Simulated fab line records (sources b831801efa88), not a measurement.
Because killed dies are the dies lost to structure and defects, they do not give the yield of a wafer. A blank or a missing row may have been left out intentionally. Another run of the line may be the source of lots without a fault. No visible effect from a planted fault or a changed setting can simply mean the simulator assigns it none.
fab line records / flow sky130
record: lots: 4 wafers: 12 last_day: 49
route steps=708 shown VIA3@593 METAL4@598 CAP2M@603 PAD_OPEN@708
lots with no fault: from the same line, run without faults
start_h: hours from the record's first day to the start of the lot's first wafer shown / wait_h: hours elapsed since this lot's preceding step / " the same as in the row above / L1.1+2: several wafers, shown together as one row / - no value, or no start was given / * or withheld: withheld / < > ~ a bound
route shown NAME@n: a module of which the file shows steps, and the number in the route of the first / usual: the fault-free wafers' mean and standard deviation / same: alike in all rows / chamber/n: place in a boat / sites: the reading at each site / _std_site: the standard deviation of these / _edge_site: outer sites' mean less inner sites' / radius_mm: for every site, how far away it sits from the centre of the wafer / mask NAME#n: copy n / behind: tool/chamber where the wafer was last shaped / hold: cause of the lot's hold/its duration in hours/its outcome / device: transistor that didn't switch, given as n, p or np / end of line: at the end of the route, the tests of the same wafers / a step with no rows: only its recipe / killed: dies that structure and defects cost at the first sort, which is not the same as the wafer's yield / map: per-die view of a wafer (x killed, . not killed, _ where there is no die)
set.NAME: the setting the step ran with; set.NAME@STEP: the setting that earlier step ran with / model.NAME: the simulator's own value behind a step, which no gauge read
certain route steps with their lots: each step a table, each wafer a row
services: a tool's chamber out of use, with start hour (start_h, from the record's first day; less than 0 if before it), hours out, and reason
== steps ==
step: SKY_VIA3_SPUTTER_20
recipe: material: TiN target_thk_nm: 20 chamber_pressure_pa: 5 power_w: 4000 time_s: 80
step: SKY_VIA3_CVD_21
recipe: material: W target_thk_nm: 390 time_s: 117.31 temp_c: 400 pressure_torr: 40
step: SKY_VIA3_CMP_24
recipe: stop_on: SiO2 t_overpolish_s: 20 down_force_psi: 3.5 platen_rpm: 60 target_thk_nm: 0 pad_velocity_m_s: 0.94248
step: SKY_METAL4_SPUTTER_00
recipe: material: Ti target_thk_nm: 15 power_w: 3000 time_s: 10 chamber_pressure_pa: 0.4
step: SKY_METAL4_SPUTTER_01
recipe: material: TiN target_thk_nm: 20 power_w: 6500 time_s: 16.7 chamber_pressure_pa: 0.4
step: SKY_METAL4_SPUTTER_02
recipe: material: AlCu target_thk_nm: 735 power_w: 10600 time_s: 39.1 chamber_pressure_pa: 0.4
step: SKY_METAL4_SPUTTER_03
recipe: material: Ti target_thk_nm: 5 power_w: 3000 time_s: 3.3 chamber_pressure_pa: 0.4
step: SKY_METAL4_SPUTTER_04
recipe: material: TiN target_thk_nm: 70 power_w: 6500 time_s: 58.3 chamber_pressure_pa: 0.4
step: SKY_CAP2M_CVD_00
recipe: material: SiO2 target_thk_nm: 15.5 temp_c: 400 time_s: withheld rf_w: 450
step: SKY_CAP2M_SPUTTER_02
recipe: material: TiN target_thk_nm: 200 temp_c: 300 power_w: 6500 time_s: 166.7 chamber_pressure_pa: 0.4
usual: throttle_valve_pct: 29.7/1
lot.wafer=L593.3 tool=pvd_sputter-01 chamber=- start_h=995.88 wait_h=0.0 throttle_valve_pct=30.6 model.TiN_of_CAP2M_SPUTTER_02.thk_nm=199.2
lot.wafer=L593.5 tool=pvd_sputter-01 chamber=- start_h=995.88 wait_h=0.0 throttle_valve_pct=27.9 model.TiN_of_CAP2M_SPUTTER_02.thk_nm=198.5
lot.wafer=L593.6 tool=pvd_sputter-01 chamber=- start_h=995.88 wait_h=0.0 throttle_valve_pct=29.6 model.TiN_of_CAP2M_SPUTTER_02.thk_nm=197.5
lot.wafer=L601.2 tool=pvd_sputter-04 chamber=- start_h=1056.82 wait_h=0.0 throttle_valve_pct=31.1 model.TiN_of_CAP2M_SPUTTER_02.thk_nm=201.2
lot.wafer=L601.3 tool=pvd_sputter-04 chamber=- start_h=1056.82 wait_h=0.0 throttle_valve_pct=29.9 model.TiN_of_CAP2M_SPUTTER_02.thk_nm=200.9
lot.wafer=L601.5 tool=pvd_sputter-04 chamber=- start_h=1056.82 wait_h=0.0 throttle_valve_pct=30.2 model.TiN_of_CAP2M_SPUTTER_02.thk_nm=201.3
lot.wafer=L600.1 tool=pvd_sputter-01 chamber=- start_h=1060.20 wait_h=0.1 throttle_valve_pct=29.6 model.TiN_of_CAP2M_SPUTTER_02.thk_nm=197.1
lot.wafer=L600.4 tool=pvd_sputter-01 chamber=- start_h=1060.20 wait_h=0.1 throttle_valve_pct=29.5 model.TiN_of_CAP2M_SPUTTER_02.thk_nm=171.2
lot.wafer=L600.6 tool=pvd_sputter-01 chamber=- start_h=1060.20 wait_h=0.1 throttle_valve_pct=29.6 model.TiN_of_CAP2M_SPUTTER_02.thk_nm=199.7
lot.wafer=L602.2 tool=pvd_sputter-01 chamber=- start_h=1066.58 wait_h=0.0 throttle_valve_pct=29.6 model.TiN_of_CAP2M_SPUTTER_02.thk_nm=172.3
lot.wafer=L602.3 tool=pvd_sputter-01 chamber=- start_h=1066.58 wait_h=0.0 throttle_valve_pct=30.4 model.TiN_of_CAP2M_SPUTTER_02.thk_nm=198.7
lot.wafer=L602.5 tool=pvd_sputter-01 chamber=- start_h=1066.58 wait_h=0.0 throttle_valve_pct=30.4 model.TiN_of_CAP2M_SPUTTER_02.thk_nm=174.8
step: SKY_CAP2M_RS_MEAS_03
recipe: thk_meas_gauge: four-point-probe reads: TiN_of_CAP2M_SPUTTER_02
usual: CAP2M_TIN_RS: 6.89/0.065
lot.wafer=L593.3 tool=film_metro-03 chamber=- start_h=996.03 wait_h=0.1 CAP2M_TIN_RS[ohm/sq]=6.95
lot.wafer=L593.5 tool=film_metro-03 chamber=- start_h=996.03 wait_h=0.1 CAP2M_TIN_RS[ohm/sq]=6.97
lot.wafer=L593.6 tool=film_metro-03 chamber=- start_h=996.03 wait_h=0.1 CAP2M_TIN_RS[ohm/sq]=7.01
lot.wafer=L601.2 tool=film_metro-04 chamber=- start_h=1056.97 wait_h=0.1 CAP2M_TIN_RS[ohm/sq]=6.87
lot.wafer=L601.3 tool=film_metro-04 chamber=- start_h=1056.97 wait_h=0.1 CAP2M_TIN_RS[ohm/sq]=6.89
lot.wafer=L601.5 tool=film_metro-04 chamber=- start_h=1056.97 wait_h=0.1 CAP2M_TIN_RS[ohm/sq]=6.86
lot.wafer=L600.1 tool=film_metro-04 chamber=- start_h=1060.31 wait_h=0.1 CAP2M_TIN_RS[ohm/sq]=7.03
lot.wafer=L600.4 tool=film_metro-04 chamber=- start_h=1060.31 wait_h=0.1 CAP2M_TIN_RS[ohm/sq]=8.12
lot.wafer=L600.6 tool=film_metro-04 chamber=- start_h=1060.31 wait_h=0.1 CAP2M_TIN_RS[ohm/sq]=6.93
lot.wafer=L602.2 tool=film_metro-02 chamber=- start_h=1066.71 wait_h=0.1 CAP2M_TIN_RS[ohm/sq]=8.05
lot.wafer=L602.3 tool=film_metro-02 chamber=- start_h=1066.71 wait_h=0.1 CAP2M_TIN_RS[ohm/sq]=6.95
lot.wafer=L602.5 tool=film_metro-02 chamber=- start_h=1066.71 wait_h=0.1 CAP2M_TIN_RS[ohm/sq]=7.93
step: SKY_CAP2M_THK_MEAS_04
recipe: thk_meas_gauge: xrf reads: TiN_of_CAP2M_SPUTTER_02
usual: CAP2M_TIN_THK: 198.9/2.1
lot.wafer=L593.3 tool=film_metro-03 chamber=- start_h=996.13 wait_h=0.1 CAP2M_TIN_THK[nm]=197.0
lot.wafer=L593.5 tool=film_metro-03 chamber=- start_h=996.13 wait_h=0.1 CAP2M_TIN_THK[nm]=195.8
lot.wafer=L593.6 tool=film_metro-03 chamber=- start_h=996.13 wait_h=0.1 CAP2M_TIN_THK[nm]=195.2
lot.wafer=L601.2 tool=film_metro-04 chamber=- start_h=1057.08 wait_h=0.1 CAP2M_TIN_THK[nm]=200.1
lot.wafer=L601.3 tool=film_metro-04 chamber=- start_h=1057.08 wait_h=0.1 CAP2M_TIN_THK[nm]=198.7
lot.wafer=L601.5 tool=film_metro-04 chamber=- start_h=1057.08 wait_h=0.1 CAP2M_TIN_THK[nm]=199.6
lot.wafer=L600.1 tool=film_metro-04 chamber=- start_h=1060.43 wait_h=0.1 CAP2M_TIN_THK[nm]=195.1
lot.wafer=L600.4 tool=film_metro-04 chamber=- start_h=1060.43 wait_h=0.1 CAP2M_TIN_THK[nm]=169.6
lot.wafer=L600.6 tool=film_metro-04 chamber=- start_h=1060.43 wait_h=0.1 CAP2M_TIN_THK[nm]=198.3
lot.wafer=L602.2 tool=film_metro-02 chamber=- start_h=1066.82 wait_h=0.1 CAP2M_TIN_THK[nm]=171.2
lot.wafer=L602.3 tool=film_metro-02 chamber=- start_h=1066.82 wait_h=0.1 CAP2M_TIN_THK[nm]=196.9
lot.wafer=L602.5 tool=film_metro-02 chamber=- start_h=1066.82 wait_h=0.1 CAP2M_TIN_THK[nm]=173.1
step: SKY_CAP2M_DEHYDRATE_05
recipe: temp_c: 200 time_s: 60
step: SKY_CAP2M_HMDS_06
recipe: prime_time_s: 60 prime_temp_c: 120
step: SKY_CAP2M_COAT_07
recipe: resist: NOVOLAK spin_rpm: 3000 resist_thk_nm: 1140
step: SKY_CAP2M_SOFTBAKE_08
recipe: temp_c: 90 time_s: 60 resist: NOVOLAK
step: SKY_CAP2M_EXPOSE_09
recipe: mask_id: CAP2M na: 0.6 source_shape: conventional sigma_outer: 0.6 polarization: unpolarized target_cd_nm: 1000 dose_mj: 159
step: SKY_CAP2M_PEB_10
recipe: temp_c: withheld time_s: * resist: NOVOLAK
step: SKY_CAP2M_DEVELOP_11
recipe: resist: NOVOLAK developer: TMAH develop_time_s: 60 dev_temp_c: 23
step: SKY_CAP2M_METAL_ETCH_13
recipe: target_depth_nm: 220 stop_on: SiO2 chemistry: Cl2/BCl3 target: TiN pressure_mtorr: 10 icp_w: 900 bias_w: 48.5 Cl2_flow_sccm: 60 bcl3_flow_sccm: 30 time_s: 62.9
usual: chamber_pressure_mTorr: 10.001/0.0088 drypump_motor_current_A: 5.60/0.29 oes_product_au: 0.943/0.0072 throttle_valve_pct: 21.901/0.01
lot.wafer=L593.3 tool=rie_metal-04 chamber=0 start_h=1018.20 wait_h=0.0 chamber_pressure_mTorr=10.001 drypump_motor_current_A=5.73 oes_product_au=0.936 rf_hours_counter_h=- throttle_valve_pct=21.877
lot.wafer=L593.5 tool=rie_metal-04 chamber=0 start_h=1018.20 wait_h=0.0 chamber_pressure_mTorr=9.996 drypump_motor_current_A=5.73 oes_product_au=0.941 rf_hours_counter_h=- throttle_valve_pct=21.912
lot.wafer=L593.6 tool=rie_metal-04 chamber=1 start_h=1018.20 wait_h=0.0 chamber_pressure_mTorr=10.000 drypump_motor_current_A=5.85 oes_product_au=0.934 rf_hours_counter_h=- throttle_valve_pct=21.903
lot.wafer=L601.2 tool=rie_metal-02 chamber=1 start_h=1077.96 wait_h=0.0 chamber_pressure_mTorr=9.996 drypump_motor_current_A=5.67 oes_product_au=0.947 rf_hours_counter_h=14 throttle_valve_pct=21.891
lot.wafer=L601.3 tool=rie_metal-02 chamber=0 start_h=1077.96 wait_h=0.0 chamber_pressure_mTorr=10.010 drypump_motor_current_A=5.70 oes_product_au=0.944 rf_hours_counter_h=- throttle_valve_pct=21.916
lot.wafer=L601.5 tool=rie_metal-02 chamber=1 start_h=1077.96 wait_h=0.0 chamber_pressure_mTorr=10.000 drypump_motor_current_A=5.67 oes_product_au=0.943 rf_hours_counter_h=- throttle_valve_pct=21.905
lot.wafer=L600.1 tool=rie_metal-01 chamber=0 start_h=1081.17 wait_h=0.0 chamber_pressure_mTorr=9.999 drypump_motor_current_A=5.68 oes_product_au=0.929 rf_hours_counter_h=24 throttle_valve_pct=21.910
lot.wafer=L600.4 tool=rie_metal-01 chamber=0 start_h=1081.17 wait_h=0.0 chamber_pressure_mTorr=10.001 drypump_motor_current_A=5.69 oes_product_au=0.854 rf_hours_counter_h=- throttle_valve_pct=21.959
lot.wafer=L600.6 tool=rie_metal-01 chamber=1 start_h=1081.17 wait_h=0.0 chamber_pressure_mTorr=9.995 drypump_motor_current_A=4.93 oes_product_au=0.942 rf_hours_counter_h=- throttle_valve_pct=21.911
lot.wafer=L602.2 tool=rie_metal-04 chamber=0 start_h=1086.44 wait_h=0.0 chamber_pressure_mTorr=10.006 drypump_motor_current_A=5.73 oes_product_au=0.858 rf_hours_counter_h=21 throttle_valve_pct=21.957
lot.wafer=L602.3 tool=rie_metal-04 chamber=1 start_h=1086.44 wait_h=0.0 chamber_pressure_mTorr=10.007 drypump_motor_current_A=5.84 oes_product_au=0.930 rf_hours_counter_h=- throttle_valve_pct=21.910
lot.wafer=L602.5 tool=rie_metal-04 chamber=0 start_h=1086.44 wait_h=0.0 chamber_pressure_mTorr=10.004 drypump_motor_current_A=5.74 oes_product_au=0.866 rf_hours_counter_h=- throttle_valve_pct=21.949
step: SKY_CAP2M_STRIP_14
recipe: chemistry: O2/N2 power_w: 1400 pressure_mtorr: 1500 platen_temp_c: withheld o2_flow_sccm: 3000 n2_flow_sccm: 300 overash_fraction: 0.5
step: SKY_CAP2M_STRIP_15
recipe: chemistry: post_etch_residue_remover time_s: 1200 temp_c: 72.5
step: SKY_CAP2M_CLEAN_16
recipe: chemistry: IPA time_s: 180 temp_c: 25
step: SKY_CAP2M_CLEAN_17
recipe: chemistry: O3/DIW dry: n2_spin
step: SKY_METAL4_DEHYDRATE_05
recipe: temp_c: 200 time_s: 60
step: SKY_METAL4_HMDS_06
recipe: prime_time_s: 60 prime_temp_c: 120
step: SKY_METAL4_COAT_07
recipe: resist: BARC temp_c: withheld time_s: withheld spin_rpm: 3000 resist_thk_nm: 60
step: SKY_METAL4_COAT_08
recipe: resist: KrF-thick spin_rpm: 3000 resist_thk_nm: 1140
step: SKY_METAL4_SOFTBAKE_09
recipe: temp_c: 100 time_s: 90 resist: KrF-thick
step: SKY_METAL4_EXPOSE_10
recipe: mask_id: MM4 na: 0.68 source_shape: annular sigma_inner: 0.4 sigma_outer: 0.8 target_cd_nm: 300 dose_mj: 28
step: SKY_METAL4_PEB_11
recipe: peb_temp_c: withheld peb_time_s: withheld resist: KrF-thick
step: SKY_METAL4_DEVELOP_12
recipe: develop_time_s: 60 resist: KrF-thick dev_temp_c: 21
step: SKY_METAL4_DESCUM_15
recipe: chemistry: O2 source_power_w: 150 bias_power_w: 0 pressure_mtorr: 10 temp_c: 40 time_s: 8
step: SKY_METAL4_ETCH_16
recipe: chemistry: N2/H2 target: BARC ion_energy_ev: 200 bias_w: 100 pressure_mtorr: 30 n2_flow_sccm: 100 h2_flow_sccm: 200 icp_w: 500 stop_on: SiO2 time_s: 88.2 target_depth_a: 600
step: SKY_METAL4_ETCH_17
recipe: target: SiO2 stop_on: TiN chemistry: C4F8/O2/Ar source_w: 1500 bias_w: 1200 pressure_mtorr: 40 c4f8_flow_sccm: withheld O2_flow_sccm: 6 Ar_flow_sccm: 300 time_s: 3.9 target_depth_a: 150
step: SKY_METAL4_METAL_ETCH_18
recipe: target_depth_a: 8450 stop_on: SiO2 over_etch_frac: 0.3 time_s: 183.1 chemistry: Cl2/BCl3 resist_sidewall_deg: 88 pressure_mtorr: 10 icp_w: 900 bias_w: 48.5 Cl2_flow_sccm: 60 bcl3_flow_sccm: 30
step: SKY_METAL4_STRIP_20
recipe: chemistry: post_etch_residue_remover time_s: 1200 temp_c: 72.5
usual: bath_heat_duty_pct: 14.4/1.2
lot.wafer=L593.3 tool=wet_bench-03 chamber=3 start_h=1042.18 wait_h=0.0 bath_heat_duty_pct=14.8 model.TiN_of_CAP2M_SPUTTER_02.thk_nm=198.4
lot.wafer=L593.5 tool=wet_bench-03 chamber=3 start_h=1042.18 wait_h=0.0 bath_heat_duty_pct=15.3 model.TiN_of_CAP2M_SPUTTER_02.thk_nm=197.7
lot.wafer=L593.6 tool=wet_bench-03 chamber=3 start_h=1042.18 wait_h=0.0 bath_heat_duty_pct=14.6 model.TiN_of_CAP2M_SPUTTER_02.thk_nm=196.6
lot.wafer=L601.2 tool=wet_bench-03 chamber=3 start_h=1099.86 wait_h=0.1 bath_heat_duty_pct=14.4 model.TiN_of_CAP2M_SPUTTER_02.thk_nm=200.4
lot.wafer=L601.3 tool=wet_bench-03 chamber=3 start_h=1099.86 wait_h=0.1 bath_heat_duty_pct=13.6 model.TiN_of_CAP2M_SPUTTER_02.thk_nm=200.1
lot.wafer=L601.5 tool=wet_bench-03 chamber=3 start_h=1099.86 wait_h=0.1 bath_heat_duty_pct=14.8 model.TiN_of_CAP2M_SPUTTER_02.thk_nm=200.5
lot.wafer=L600.1 tool=wet_bench-01 chamber=0 start_h=1103.06 wait_h=0.1 bath_heat_duty_pct=16.1 model.TiN_of_CAP2M_SPUTTER_02.thk_nm=196.3
lot.wafer=L600.4 tool=wet_bench-01 chamber=0 start_h=1103.06 wait_h=0.1 bath_heat_duty_pct=15.0 model.TiN_of_CAP2M_SPUTTER_02.thk_nm=170.3
lot.wafer=L600.6 tool=wet_bench-01 chamber=0 start_h=1103.06 wait_h=0.1 bath_heat_duty_pct=16.1 model.TiN_of_CAP2M_SPUTTER_02.thk_nm=198.8
lot.wafer=L602.2 tool=wet_bench-03 chamber=0 start_h=1108.41 wait_h=0.1 bath_heat_duty_pct=13.0 model.TiN_of_CAP2M_SPUTTER_02.thk_nm=171.5
lot.wafer=L602.3 tool=wet_bench-03 chamber=0 start_h=1108.41 wait_h=0.1 bath_heat_duty_pct=13.5 model.TiN_of_CAP2M_SPUTTER_02.thk_nm=197.9
lot.wafer=L602.5 tool=wet_bench-03 chamber=0 start_h=1108.41 wait_h=0.1 bath_heat_duty_pct=14.4 model.TiN_of_CAP2M_SPUTTER_02.thk_nm=174
step: SKY_PAD_OPEN_PROBE_99
usual: defect_limited_yield: 82.6/1.8 killed_at_M0_to_M3: 43/7 killed_at_M4_up: 3.4/1.9 killed_at_contacts: 24/5.4 killed_at_front_end: 15/4.4 killed_at_other: 0.4/0.63 killed_dies: 86/9.1 killed_open: 46/6.6 killed_short: 39/6.6 sort_bin_3_pad_short: 0.9/0.46 sort_bin_5_function: 10.3/1.4 sort_bin_6_memory: 6.2/1.1 sort_n_pass: 406/9.1 sort_yield_pct: 82.6/1.8
same: gross_dies: 492 killed_at_back_side: 0 sort_bin_4_leakage[%]: 0 sort_bin_8_speed[%]: 0
lot.wafer=L593.3 tool=prober-01 chamber=- start_h=1130.87 wait_h=0.2 defect_limited_yield[%]=79.9 killed_at_M0_to_M3=51 killed_at_M4_up=7 killed_at_contacts=21 killed_at_front_end=20 killed_at_other=0 killed_dies=99 killed_open=47 killed_short=52 sort_bin_3_pad_short[%]=0.6 sort_bin_5_function[%]=11.2 sort_bin_6_memory[%]=8.3 sort_n_pass=393 sort_yield_pct[%]=79.9 model.etest.cap_mim2.plate_ohm_sq=6.056 model.etest.cap_mim2.bv_v=13.74 model.etest.cap_mim2.leak_log10_a_cm2=-8.929
lot.wafer=L593.5 tool=prober-01 chamber=- start_h=1130.97 wait_h=0.2 defect_limited_yield[%]=82.1 killed_at_M0_to_M3=46 killed_at_M4_up=1 killed_at_contacts=23 killed_at_front_end=18 killed_at_other=0 killed_dies=88 killed_open=50 killed_short=38 sort_bin_3_pad_short[%]=0.6 sort_bin_5_function[%]=11.8 sort_bin_6_memory[%]=5.5 sort_n_pass=404 sort_yield_pct[%]=82.1 model.etest.cap_mim2.plate_ohm_sq=6.055 model.etest.cap_mim2.bv_v=14.24 model.etest.cap_mim2.leak_log10_a_cm2=-8.958
lot.wafer=L593.6 tool=prober-01 chamber=- start_h=1131.02 wait_h=0.2 defect_limited_yield[%]=82.3 killed_at_M0_to_M3=48 killed_at_M4_up=1 killed_at_contacts=21 killed_at_front_end=17 killed_at_other=0 killed_dies=87 killed_open=52 killed_short=35 sort_bin_3_pad_short[%]=1.2 sort_bin_5_function[%]=9.8 sort_bin_6_memory[%]=6.7 sort_n_pass=405 sort_yield_pct[%]=82.3 model.etest.cap_mim2.plate_ohm_sq=6.108 model.etest.cap_mim2.bv_v=14.23 model.etest.cap_mim2.leak_log10_a_cm2=-8.975
lot.wafer=L601.2 tool=prober-02 chamber=- start_h=1181.50 wait_h=0.1 defect_limited_yield[%]=80.3 killed_at_M0_to_M3=57 killed_at_M4_up=1 killed_at_contacts=24 killed_at_front_end=14 killed_at_other=1 killed_dies=97 killed_open=46 killed_short=50 sort_bin_3_pad_short[%]=1.0 sort_bin_5_function[%]=10.2 sort_bin_6_memory[%]=8.5 sort_n_pass=395 sort_yield_pct[%]=80.3 model.etest.cap_mim2.plate_ohm_sq=5.924 model.etest.cap_mim2.bv_v=13.69 model.etest.cap_mim2.leak_log10_a_cm2=-8.841
lot.wafer=L601.3 tool=prober-02 chamber=- start_h=1181.55 wait_h=0.2 defect_limited_yield[%]=81.1 killed_at_M0_to_M3=52 killed_at_M4_up=5 killed_at_contacts=25 killed_at_front_end=11 killed_at_other=0 killed_dies=93 killed_open=50 killed_short=43 sort_bin_3_pad_short[%]=1.6 sort_bin_5_function[%]=10.2 sort_bin_6_memory[%]=7.1 sort_n_pass=399 sort_yield_pct[%]=81.1 model.etest.cap_mim2.plate_ohm_sq=6.026 model.etest.cap_mim2.bv_v=14.26 model.etest.cap_mim2.leak_log10_a_cm2=-8.965
lot.wafer=L601.5 tool=prober-02 chamber=- start_h=1181.65 wait_h=0.2 defect_limited_yield[%]=79.9 killed_at_M0_to_M3=51 killed_at_M4_up=3 killed_at_contacts=29 killed_at_front_end=15 killed_at_other=1 killed_dies=99 killed_open=45 killed_short=53 sort_bin_3_pad_short[%]=1.8 sort_bin_5_function[%]=12.2 sort_bin_6_memory[%]=6.1 sort_n_pass=393 sort_yield_pct[%]=79.9 model.etest.cap_mim2.plate_ohm_sq=5.998 model.etest.cap_mim2.bv_v=13.87 model.etest.cap_mim2.leak_log10_a_cm2=-8.898
lot.wafer=L600.1 tool=prober-01 chamber=- start_h=1182.95 wait_h=0.1 defect_limited_yield[%]=82.5 killed_at_M0_to_M3=37 killed_at_M4_up=4 killed_at_contacts=21 killed_at_front_end=23 killed_at_other=1 killed_dies=86 killed_open=51 killed_short=35 sort_bin_3_pad_short[%]=0.8 sort_bin_5_function[%]=10.6 sort_bin_6_memory[%]=6.1 sort_n_pass=406 sort_yield_pct[%]=82.5 model.etest.cap_mim2.plate_ohm_sq=6.156 model.etest.cap_mim2.bv_v=13.55 model.etest.cap_mim2.leak_log10_a_cm2=-8.748
lot.wafer=L600.4 tool=prober-01 chamber=- start_h=1183.10 wait_h=0.2 defect_limited_yield[%]=80.7 killed_at_M0_to_M3=42 killed_at_M4_up=4 killed_at_contacts=26 killed_at_front_end=23 killed_at_other=0 killed_dies=95 killed_open=52 killed_short=43 sort_bin_3_pad_short[%]=1.4 sort_bin_5_function[%]=13.0 sort_bin_6_memory[%]=4.9 sort_n_pass=397 sort_yield_pct[%]=80.7 model.etest.cap_mim2.plate_ohm_sq=7.01 model.etest.cap_mim2.bv_v=13.35 model.etest.cap_mim2.leak_log10_a_cm2=-8.599
lot.wafer=L600.6 tool=prober-01 chamber=- start_h=1183.20 wait_h=0.2 defect_limited_yield[%]=85.2 killed_at_M0_to_M3=28 killed_at_M4_up=5 killed_at_contacts=21 killed_at_front_end=19 killed_at_other=0 killed_dies=73 killed_open=41 killed_short=32 sort_bin_3_pad_short[%]=1.2 sort_bin_5_function[%]=7.7 sort_bin_6_memory[%]=5.9 sort_n_pass=419 sort_yield_pct[%]=85.2 model.etest.cap_mim2.plate_ohm_sq=5.995 model.etest.cap_mim2.bv_v=13.68 model.etest.cap_mim2.leak_log10_a_cm2=-8.916
lot.wafer=L602.2 tool=prober-01 chamber=- start_h=1187.29 wait_h=0.1 defect_limited_yield[%]=82.7 killed_at_M0_to_M3=44 killed_at_M4_up=1 killed_at_contacts=27 killed_at_front_end=13 killed_at_other=0 killed_dies=85 killed_open=59 killed_short=25 sort_bin_3_pad_short[%]=0.2 sort_bin_5_function[%]=11.4 sort_bin_6_memory[%]=5.7 sort_n_pass=407 sort_yield_pct[%]=82.7 model.etest.cap_mim2.plate_ohm_sq=6.931 model.etest.cap_mim2.bv_v=13.15 model.etest.cap_mim2.leak_log10_a_cm2=-8.61
lot.wafer=L602.3 tool=prober-01 chamber=- start_h=1187.34 wait_h=0.2 defect_limited_yield[%]=82.5 killed_at_M0_to_M3=53 killed_at_M4_up=1 killed_at_contacts=14 killed_at_front_end=18 killed_at_other=0 killed_dies=86 killed_open=49 killed_short=36 sort_bin_3_pad_short[%]=0.6 sort_bin_5_function[%]=11.2 sort_bin_6_memory[%]=5.7 sort_n_pass=406 sort_yield_pct[%]=82.5 model.etest.cap_mim2.plate_ohm_sq=6.013 model.etest.cap_mim2.bv_v=13.82 model.etest.cap_mim2.leak_log10_a_cm2=-8.975
lot.wafer=L602.5 tool=prober-01 chamber=- start_h=1187.44 wait_h=0.2 defect_limited_yield[%]=80.3 killed_at_M0_to_M3=51 killed_at_M4_up=3 killed_at_contacts=29 killed_at_front_end=14 killed_at_other=0 killed_dies=97 killed_open=53 killed_short=41 sort_bin_3_pad_short[%]=0.6 sort_bin_5_function[%]=12.0 sort_bin_6_memory[%]=7.1 sort_n_pass=395 sort_yield_pct[%]=80.3 model.etest.cap_mim2.plate_ohm_sq=6.841 model.etest.cap_mim2.bv_v=13.39 model.etest.cap_mim2.leak_log10_a_cm2=-8.696
killed by level:class
L593.3 VIA1:geometric_particle:open=10 FIELD_ISO:geometric_particle:short=9 LOCAL_INTERCONNECT:geometric_particle:short=7 METAL2:geometric_particle:short=7 VIA3:geometric_particle:open=7 CONTACT:geometric_particle:open=5 METAL3:geometric_particle:short=5 VIA2:geometric_particle:open=5
L593.5 VIA1:geometric_particle:open=13 FIELD_ISO:geometric_particle:open=8 VIA2:geometric_particle:open=8 CONTACT:geometric_particle:open=7 LI_CONTACT:geometric_particle:open=6 LOCAL_INTERCONNECT:geometric_particle:short=6 METAL3:geometric_particle:short=6 METAL2:geometric_particle:short=5
L593.6 VIA1:geometric_particle:open=15 CONTACT:geometric_particle:open=11 VIA1:geometric_particle:short=6 FIELD_ISO:geometric_particle:open=5 POLY_GATE:geometric_particle:short=5 CONTACT:geometric_particle:short=5 VIA2:geometric_particle:short=5 VIA2:geometric_particle:open=5
L601.2 VIA1:geometric_particle:open=11 VIA1:geometric_particle:short=9 VIA3:geometric_particle:open=8 CONTACT:geometric_particle:open=8 METAL1:geometric_particle:short=8 CONTACT:geometric_particle:short=7 VIA2:geometric_particle:open=6 POLY_GATE:geometric_particle:short=5
L601.3 VIA3:geometric_particle:open=10 VIA1:geometric_particle:open=9 VIA2:geometric_particle:open=9 LI_CONTACT:geometric_particle:open=8 CONTACT:geometric_particle:short=7 METAL2:geometric_particle:short=7 CONTACT:geometric_particle:open=6 METAL1:geometric_particle:short=4
L601.5 METAL2:geometric_particle:short=13 LI_CONTACT:geometric_particle:open=8 CONTACT:geometric_particle:short=7 VIA1:geometric_particle:open=7 VIA2:geometric_particle:open=6 LI_CONTACT:geometric_particle:short=5 CONTACT:geometric_particle:open=5 VIA3:geometric_particle:open=5
L600.1 VIA2:geometric_particle:open=10 CONTACT:geometric_particle:open=9 VIA3:geometric_particle:open=7 FIELD_ISO:geometric_particle:open=6 LI_CONTACT:geometric_particle:open=6 VIA1:geometric_particle:open=5 FIELD_ISO:geometric_particle:short=4 POLY_GATE:geometric_particle:open=4
L600.4 CONTACT:geometric_particle:open=10 LI_CONTACT:geometric_particle:open=8 METAL1:geometric_particle:short=8 VIA1:geometric_particle:open=7 VIA3:geometric_particle:open=7 POLY_GATE:geometric_particle:open=6 POLY_GATE:geometric_particle:short=6 METAL2:geometric_particle:short=5
L600.6 CONTACT:geometric_particle:open=9 POLY_GATE:geometric_particle:open=8 VIA2:geometric_particle:open=7 POLY_GATE:geometric_particle:short=4 CONTACT:geometric_particle:short=4 VIA1:geometric_particle:open=4 FIELD_ISO:geometric_particle:open=3 METAL4:geometric_particle:short=3
L602.2 VIA1:geometric_particle:open=13 LI_CONTACT:geometric_particle:open=12 CONTACT:geometric_particle:open=9 VIA3:geometric_particle:open=8 METAL2:geometric_particle:short=5 VIA2:geometric_particle:open=5 FIELD_ISO:geometric_particle:open=4 VIA3:geometric_particle:short=3
L602.3 VIA3:geometric_particle:open=9 VIA1:geometric_particle:open=8 VIA2:geometric_particle:open=8 METAL1:geometric_particle:short=7 CONTACT:geometric_particle:open=7 FIELD_ISO:geometric_particle:open=6 METAL3:geometric_particle:short=5 METAL2:geometric_particle:short=5
L602.5 CONTACT:geometric_particle:open=13 VIA2:geometric_particle:open=10 VIA1:geometric_particle:open=10 METAL1:geometric_particle:short=8 VIA3:geometric_particle:open=8 LI_CONTACT:geometric_particle:open=5 CONTACT:geometric_particle:short=5 VIA1:geometric_particle:short=5
== services ==
tool=rie_metal-01 chamber=- start_h=985.16 hours=2.6 kind=repair
tool=wet_bench-03 chamber=- start_h=992.98 hours=4.6 kind=repair
tool=rie_metal-04 chamber=1 start_h=997.98 hours=14.3 kind=repair
tool=rie_metal-01 chamber=1 start_h=998.53 hours=12.9 kind=repair
tool=pvd_sputter-01 chamber=- start_h=1025.90 hours=3.3 kind=repair
== key ==
first_sign: step: SKY_CAP2M_RS_MEAS_03 reading: CAP2M_TIN_RS direction: up sigmas: 17 usual: 6.89 struck: 8.03
effect: step: SKY_CAP2M_THK_MEAS_04 reading: CAP2M_TIN_THK direction: down sigmas: 13 usual: 198.9 struck: 171.3
effect: step: SKY_CAP2M_METAL_ETCH_13 reading: oes_product_au direction: down sigmas: 12 usual: 0.943 struck: 0.859
model_effect: step: SKY_CAP2M_SPUTTER_02 value: TiN_of_CAP2M_SPUTTER_02.thk_nm without: 199.2 struck: 172.8
model_effect: step: SKY_METAL4_STRIP_20 value: TiN_of_CAP2M_SPUTTER_02.thk_nm without: 198.4 struck: 171.9
model_effect: step: SKY_PAD_OPEN_PROBE_99 value: etest.cap_mim2.plate_ohm_sq without: 6.008 struck: 6.927
met_at SKY_CAP2M_SPUTTER_02
struck_wafers L600.4,L602.2,L602.5
onset_between 995.88 1060.20
fault: kind: process_parameter_drift tool: pvd_sputter-01 chamber: - onset_h: 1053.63 steps: SKY_CAP2M_SPUTTER_02 channel: time_s offset: * shape: step end_h: 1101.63 scope: struck_wafers_only acts_in: * stated: *
